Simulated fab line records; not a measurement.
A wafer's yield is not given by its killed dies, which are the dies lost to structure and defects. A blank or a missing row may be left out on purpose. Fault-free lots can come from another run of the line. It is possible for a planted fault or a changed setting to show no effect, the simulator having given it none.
fab line records ; flow sfqLine
record lots=15; wafers=43; lastDay=94
route steps=325 shown L0@10 M0@39 I1@73 M2@98
lots untouched by any fault: they come from a run of this same line in which no faults occurred
startH: start of the lot's first displayed wafer, in hours after the record's first day ; waitH: time in hours since the lot's previous step ; " unchanged from the row above ; L1.1+2: a single row standing in for several wafers ; - no value, or no start was given ; * or withheld: withheld ; < > ~ a bound
route shown NAME@n: NAME is a module with steps in the file, n the number in the route of the first one ; usual: mean/standard deviation of fault-free wafers ; same: alike in all rows ; chamber/n: place in a boat ; sites: the reading at each site ; _std_site: the values' standard deviation ; _edge_site: inner sites' mean taken away from outer sites' mean ; radiusMm: how far each site lies from the wafer's centre ; mask NAME#n: copy n ; behind: tool/chamber where the wafer was last shaped ; hold: what put the lot on hold/how long, in hours/how the hold closed ; device: the n, p or np transistor that did not switch ; end of line: tests run on the same wafers once the route is complete ; for a step that has no rows: nothing shown but its recipe ; killed: at the first sort, the dies lost to defects and structure; wafer yield is something else ; map: per-die view of a wafer (x killed, . not killed, _ where there is no die)
set.NAME: the setting that was run; set.NAME@STEP: the one run at that earlier step ; model.NAME: the simulator's own value behind a step, which no gauge read
one table for each step of the route and one row for each wafer, over a sample of lots
services: the hour from which a tool's chamber was out of use, counted from the record's first day as startH (under 0 if before that day), plus the number of hours and why
## steps
# step SFQ_TRILAYER_L0_LITHO_PEB_008
# recipe pebTempC=115; pebTimeS=60; resist=KrF
# usual heaterPowerTotalW=79.15/0.063
lot.wafer;tool;chamber;startH;waitH;heaterPowerTotalW
L986.1;lithoTrack-02;0;47.98;1.0;79.22
L986.5;lithoTrack-02;0;47.98;1.0;79.16
L986.6;lithoTrack-02;0;47.98;1.0;79.10
L987.1;lithoTrack-01;0;53.98;1.0;79.15
L987.2;lithoTrack-01;0;53.98;1.0;79.12
L987.6;lithoTrack-01;0;53.98;1.0;79.16
L988.3;lithoTrack-04;0;60.03;0.7;79.24
L988.4;lithoTrack-04;0;60.03;0.7;79.26
L988.6;lithoTrack-04;0;60.03;0.7;79.19
L989.1;lithoTrack-02;0;64.78;1.0;79.18
L989.3;lithoTrack-02;0;64.78;1.0;79.08
L989.4;lithoTrack-02;0;64.78;1.0;79.18
L990.2;lithoTrack-02;0;69.60;0.8;79.25
L990.4;lithoTrack-02;0;69.60;0.8;79.08
L990.5;lithoTrack-02;0;69.60;0.8;79.21
L991.1;lithoTrack-01;0;78.75;1.0;79.14
L991.2;lithoTrack-01;0;78.75;1.0;79.12
L991.3;lithoTrack-01;0;78.75;1.0;79.19
L993.2;lithoTrack-01;0;88.38;0.8;79.20
L993.3;lithoTrack-01;0;88.38;0.8;79.10
L993.5;lithoTrack-01;0;88.38;0.8;79.24
L994.1;lithoTrack-04;0;93.15;1.0;79.19
L994.4;lithoTrack-04;0;93.15;1.0;79.10
L994.6;lithoTrack-04;0;93.15;1.0;79.12
L995.2;lithoTrack-02;0;97.98;0.8;79.21
L995.5;lithoTrack-02;0;97.98;0.8;79.18
L995.6;lithoTrack-02;0;97.98;0.8;79.18
L997.2;lithoTrack-02;0;111.18;0.8;79.22
L997.3;lithoTrack-02;0;111.18;0.8;79.21
L997.4;lithoTrack-02;0;111.18;0.8;79.09
L100.1;lithoTrack-01;0;125.10;1.0;79.20
L100.2;lithoTrack-01;0;125.10;1.0;79.16
L100.5;lithoTrack-01;0;125.10;1.0;79.07
L101.2;lithoTrack-02;0;129.93;0.8;79.22
L101.4;lithoTrack-02;0;129.93;0.8;79.14
L101.5;lithoTrack-02;0;129.93;0.8;80.13
L104.1;lithoTrack-02;0;143.10;1.0;79.20
L104.6;lithoTrack-02;0;143.10;1.0;80.17
L106.5;lithoTrack-02;0;155.00;0.3;80.24
L106.6;lithoTrack-02;0;155.00;0.3;80.17
L108.1;lithoTrack-01;0;163.30;1.0;79.23
L108.2;lithoTrack-01;0;163.30;1.0;79.21
L108.3;lithoTrack-01;0;163.30;1.0;79.18
# step SFQ_TRILAYER_M0_BARC_OPEN_METAL_ETCH_031
# recipe maskMaterial=PR; chemistry=O2; targetDepthNm=125; target=BARC; icpW=600; biasW=80; pressureMtorr=10; timeS=41.7
# usual chamberPressureMTorr=10.001/0.0086; drypumpMotorCurrentA=5.7/0.53; oesProductAu=0.685/0.0049
lot.wafer;tool;chamber;startH;waitH;chamberPressureMTorr;drypumpMotorCurrentA;oesProductAu;rfHoursCounterH
L986.1;rieMetal-04;1;152.18;0.0;10.009;5.6;0.681;55
L986.5;rieMetal-04;0;152.18;0.0;9.996;6.1;0.683;-
L986.6;rieMetal-04;1;152.18;0.0;9.986;5.7;0.694;-
L987.1;rieMetal-04;0;156.98;0.0;10.000;6.2;0.676;152
L987.2;rieMetal-04;1;156.98;0.0;9.996;5.7;0.685;56
L987.6;rieMetal-04;1;156.98;0.0;9.998;5.7;0.692;-
L988.3;rieMetal-01;1;167.80;0.0;10.019;5.6;0.687;-
L988.4;rieMetal-01;0;167.80;0.0;9.987;5.0;0.686;-
L988.6;rieMetal-01;1;167.80;0.0;10.012;5.6;0.688;-
L989.1;rieMetal-03;1;176.18;0.0;10.001;6.5;0.679;39
L989.3;rieMetal-03;1;176.18;0.0;9.999;6.5;0.682;-
L989.4;rieMetal-03;0;176.18;0.0;9.993;5.1;0.683;-
L990.2;rieMetal-04;1;179.78;0.0;9.985;5.7;0.684;62
L990.4;rieMetal-04;1;179.78;0.0;10.007;5.7;0.678;-
L990.5;rieMetal-04;0;179.78;0.0;9.990;6.2;0.692;-
L991.1;rieMetal-03;0;188.18;0.0;10.004;5.1;0.695;17
L991.2;rieMetal-03;1;188.18;0.0;10.003;6.5;0.685;41
L991.3;rieMetal-03;0;188.18;0.0;10.008;5.1;0.685;-
L993.2;rieMetal-04;1;199.83;0.0;10.001;5.7;0.674;65
L993.3;rieMetal-04;0;199.83;0.0;10.006;6.1;0.687;-
L993.5;rieMetal-04;0;199.83;0.0;10.004;6.2;0.680;-
L994.1;rieMetal-01;0;205.83;0.0;9.987;5.0;0.684;93
L994.4;rieMetal-01;0;205.83;0.0;10.012;5.0;0.686;-
L994.6;rieMetal-01;0;205.83;0.0;9.998;5.0;0.677;-
L995.2;rieMetal-03;0;209.43;0.0;9.990;5.0;0.685;21
L995.5;rieMetal-03;1;209.43;0.0;10.012;6.5;0.685;-
L995.6;rieMetal-03;0;209.43;0.0;9.992;5.1;0.688;-
L997.2;rieMetal-01;1;226.98;0.0;10.006;5.6;0.685;0
L997.3;rieMetal-01;0;226.98;0.0;9.984;5.0;0.682;-
L997.4;rieMetal-01;1;226.98;0.0;9.993;5.6;0.686;-
L100.1;rieMetal-01;1;238.98;0.0;10.002;5.6;0.679;2
L100.2;rieMetal-01;0;238.98;0.0;10.008;5.0;0.691;102
L100.5;rieMetal-01;1;238.98;0.0;10.010;5.6;0.692;-
L101.2;rieMetal-04;0;242.58;0.0;10.009;6.2;0.686;170
L101.4;rieMetal-04;0;242.58;0.0;10.003;6.2;0.682;-
L101.5;rieMetal-04;0;242.58;0.0;10.007;6.2;0.680;-
L104.1;rieMetal-01;0;259.55;0.0;10.000;5.0;0.681;106
L104.6;rieMetal-01;0;259.55;0.0;9.981;5.0;0.686;-
L106.5;rieMetal-01;1;274.82;0.0;10.003;5.6;0.684;-
L106.6;rieMetal-01;0;274.82;0.0;10.005;5.0;0.685;-
L108.1;rieMetal-04;1;285.58;0.0;9.996;5.7;0.686;82
L108.2;rieMetal-04;0;285.58;0.0;10.003;6.1;0.681;178
L108.3;rieMetal-04;0;285.58;0.0;9.999;6.2;0.683;-
# step SFQ_TRILAYER_I1_DEP_PECVD_045
# recipe material=SiO2; tempC=150; timeS=111.11; pressureTorr=2.4; rfW=183.3; precursor=SiH4/N2O; targetThkNm=500
# usual heaterPowerW=89/16; throttleValvePct=25.5/1.2
lot.wafer;tool;chamber;startH;waitH;heaterPowerW;throttleValvePct
L986.1;pecvd-04;2;281.74;0.0;112;23.8
L986.5;pecvd-04;1;281.74;0.0;70;25.1
L986.6;pecvd-04;0;281.74;0.0;58;27.1
L987.1;pecvd-04;1;292.54;0.0;71;25.1
L987.2;pecvd-04;2;292.54;0.0;115;23.6
L987.6;pecvd-04;0;292.54;0.0;68;27.4
L988.3;pecvd-04;1;306.94;0.0;66;25.2
L988.4;pecvd-04;2;306.94;0.0;96;23.7
L988.6;pecvd-04;0;306.94;0.0;74;27.3
L989.1;pecvd-04;1;321.30;0.0;72;25.3
L989.3;pecvd-04;2;321.30;0.0;110;24.1
L989.4;pecvd-04;1;321.30;0.0;73;25.1
L990.2;pecvd-03;1;323.87;0.0;82;24.5
L990.4;pecvd-03;2;323.87;0.0;85;24.6
L990.5;pecvd-03;1;323.87;0.0;87;24.2
L991.1;pecvd-02;2;335.87;0.0;82;27.6
L991.2;pecvd-02;0;335.87;0.0;111;26.6
L991.3;pecvd-02;1;335.87;0.0;99;25.6
L993.2;pecvd-04;0;347.70;0.0;68;27.4
L993.3;pecvd-04;1;347.70;0.0;69;25.6
L993.5;pecvd-04;0;347.70;0.0;71;27.7
L994.1;pecvd-02;1;355.68;0.0;86;25.5
L994.4;pecvd-02;0;355.68;0.0;107;26.7
L994.6;pecvd-02;2;355.68;0.0;88;27.6
L995.2;pecvd-04;1;358.64;0.0;70;25.0
L995.5;pecvd-04;0;358.64;0.0;64;27.3
L995.6;pecvd-04;2;358.64;0.0;111;23.9
L997.2;pecvd-04;1;378.55;0.0;63;25.4
L997.3;pecvd-04;0;378.55;0.0;63;27.5
L997.4;pecvd-04;1;378.55;0.0;67;25.2
L100.1;pecvd-03;1;401.33;0.0;95;24.8
L100.2;pecvd-03;0;401.33;0.0;97;25.9
L100.5;pecvd-03;2;401.33;0.0;80;24.7
L101.2;pecvd-04;0;408.53;0.0;72;28.0
L101.4;pecvd-04;0;408.53;0.0;73;27.8
L101.5;pecvd-04;1;408.53;0.0;68;25.3
L104.1;pecvd-02;0;423.14;0.0;95;26.9
L104.6;pecvd-02;0;423.14;0.0;99;26.8
L106.5;pecvd-03;0;437.17;0.0;106;26.0
L106.6;pecvd-03;1;437.17;0.0;97;24.8
L108.1;pecvd-04;1;446.73;0.0;64;25.6
L108.2;pecvd-04;2;446.73;0.0;116;23.9
L108.3;pecvd-04;1;446.73;0.0;64;25.4
# step SFQ_M2_OVL_MEAS_916
# usual M2_OVL=-2/5.3
lot.wafer;tool;chamber;startH;waitH;M2_OVL[nm]
L986.1;overlay-01;-;510.53;0.1;-2
L986.5;overlay-01;-;510.53;0.1;-4
L986.6;overlay-01;-;510.53;0.1;-2
L987.1;overlay-02;-;523.73;0.1;-9
L987.2;overlay-02;-;523.73;0.1;-2
L987.6;overlay-02;-;523.73;0.1;-10
L988.3;overlay-01;-;547.11;0.1;3
L988.4;overlay-01;-;547.11;0.1;3
L988.6;overlay-01;-;547.11;0.1;0
L989.1;overlay-02;-;567.50;0.1;1
L989.3;overlay-02;-;567.50;0.1;0
L989.4;overlay-02;-;567.50;0.1;4
L990.2;overlay-01;-;571.10;0.1;-3
L990.4;overlay-01;-;571.10;0.1;-2
L990.5;overlay-01;-;571.10;0.1;1
L991.1;overlay-01;-;585.62;0.1;-6
L991.2;overlay-01;-;585.62;0.1;-5
L991.3;overlay-01;-;585.62;0.1;-11
L993.2;overlay-02;-;607.82;0.1;1
L993.3;overlay-02;-;607.82;0.1;4
L993.5;overlay-02;-;607.82;0.1;3
L994.1;overlay-02;-;618.62;0.1;2
L994.4;overlay-02;-;618.62;0.1;2
L994.6;overlay-02;-;618.62;0.1;0
L995.2;overlay-02;-;622.22;0.1;-14
L995.5;overlay-02;-;622.22;0.1;-6
L995.6;overlay-02;-;622.22;0.1;-9
L997.2;overlay-01;-;655.07;0.1;-4
L997.3;overlay-01;-;655.07;0.1;0
L997.4;overlay-01;-;655.07;0.1;1
L100.1;overlay-02;-;688.38;0.1;-1
L100.2;overlay-02;-;688.38;0.1;-7
L100.5;overlay-02;-;688.38;0.1;-5
L101.2;overlay-02;-;697.98;0.1;-5
L101.4;overlay-02;-;697.98;0.1;-5
L101.5;overlay-02;-;697.98;0.1;-7
L104.1;overlay-02;-;707.41;0.1;-4
L104.6;overlay-02;-;707.41;0.1;-1
L106.5;overlay-01;-;720.88;0.0;-7
L106.6;overlay-01;-;720.88;0.0;-6
L108.1;overlay-02;-;726.86;0.1;-12
L108.2;overlay-02;-;726.86;0.1;-14
L108.3;overlay-02;-;726.86;0.1;-9
## services
tool;chamber;startH;hours;kind
pecvd-04;2;37.37;4.4;repair
rieMetal-04;-;42.15;1.3;repair
pecvd-04;-;81.07;2.8;pm
pecvd-04;-;86.28;1.7;repair
pecvd-03;-;95.07;5.5;pm
pecvd-03;0;102.96;4.0;repair
rieMetal-04;-;110.51;2.8;pm
pecvd-02;-;119.10;2.1;repair
rieMetal-04;1;129.40;4.3;repair
pecvd-03;-;132.62;2.5;repair
pecvd-02;-;145.97;3.6;repair
rieMetal-01;-;148.47;16.1;repair
pecvd-04;-;170.78;1.1;repair
pecvd-04;1;182.53;18.8;repair
pecvd-04;0;183.83;11.9;repair
pecvd-04;2;188.75;2.6;repair
pecvd-03;-;195.18;1.7;repair
pecvd-03;-;219.63;14.6;pm
pecvd-03;-;247.19;1.7;repair
rieMetal-04;1;289.96;2.2;repair
pecvd-02;2;291.40;5.8;repair
rieMetal-04;1;331.70;15.4;repair
pecvd-04;-;413.87;28.1;pm
pecvd-04;0;444.30;6.3;repair
## key
firstSign step=SFQ_TRILAYER_L0_LITHO_PEB_008; reading=heaterPowerTotalW; direction=up; sigmas=16; usual=79.15; struck=80.17
effect none on later readings
metAt SFQ_TRILAYER_L0_LITHO_PEB_008
struckLots L101,L104,L106
struckWafers L101.5,L104.6,L106.5,L106.6
notActingAt SFQ_TRILAYER_M0_BARC_OPEN_METAL_ETCH_031,SFQ_TRILAYER_I1_DEP_PECVD_045,SFQ_M2_OVL_MEAS_916
onsetBetween 111.18 129.93
fault kind=processParameterDrift; tool=lithoTrack-02; chamber=-; onsetH=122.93; steps=SFQ_TRILAYER_L0_LITHO_PEB_008; channel=pebTimeS; offset=*; shape=step; endH=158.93; scope=struckWafersOnly; actsIn=*; stated=*
